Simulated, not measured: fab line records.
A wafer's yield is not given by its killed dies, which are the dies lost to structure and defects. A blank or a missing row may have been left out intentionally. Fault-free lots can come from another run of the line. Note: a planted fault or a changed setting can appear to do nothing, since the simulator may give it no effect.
A single fault, viewed from 2 desks	flow gf180mcu	each desk has only its own numbers; what lay behind them comes last

## AT THE TOOL OWNER'S DESK: implanter-02
GF_DNWELL_IMPLANT_07, tool's own readings: per-lot mean of the sampled wafers with a number, covering each lot this tool ran. Any lot whose mean is over 4 standard deviations away from the usual mean is out of limits and marked OUT; that distance is given in the brackets.
Columns: A = beam_energy_keV at GF_DNWELL_IMPLANT_07, usual 1500.1
lot	first seen here	A
L746	day 2 23:05	1500.4
L751	day 4 02:10	1568.9 (+99 or more) OUT
L755	day 4 22:15	1568.3 (+99 or more) OUT
This desk's verdict: out of limits on L751, L755, starting with L751 at day 4 02:10 (beam_energy_keV at GF_DNWELL_IMPLANT_07). In limits: L746.

## AT THE METROLOGY DESK
Lot by lot, what the gauges showed, no matter which tool ran the lot: averages of those sampled wafers that carry a number. Any lot whose mean is over 4 standard deviations away from the usual mean is out of limits and marked OUT; that distance is given in the brackets.
Columns: A = STI_OXIDATION_02_THK at GF_STI_THK_MEAS_30, usual 10.02 nm
lot	first seen here	A
L745	day 2 06:16	10.00
L746	day 2 11:07	9.99
L751	day 3 13:54	9.86
L755	day 4 08:47	10.09
L760	day 5 12:02	10.08
L765	day 6 14:52	9.49
This desk's verdict: no lot among the 6 shows anything out of limits.

## PUT TOGETHER
The tool owner's desk had the chance to raise an alarm at day 4 02:10 on L751, L755.
The metrology desk saw nothing out of limits.
The metrology desk holds a record of L751, L755, inside its limits.
On implanter-02, each named lot ran GF_DNWELL_IMPLANT_07.

## WHAT THE SIMULATOR HAD INSERTED
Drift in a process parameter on implanter-02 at GF_DNWELL_IMPLANT_07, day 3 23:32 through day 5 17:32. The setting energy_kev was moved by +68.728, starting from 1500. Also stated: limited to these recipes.
Lots struck among those shown: L751, L755.
Hours from the fault's start to each desk's first reading out of limits: the tool owner's desk, 3.
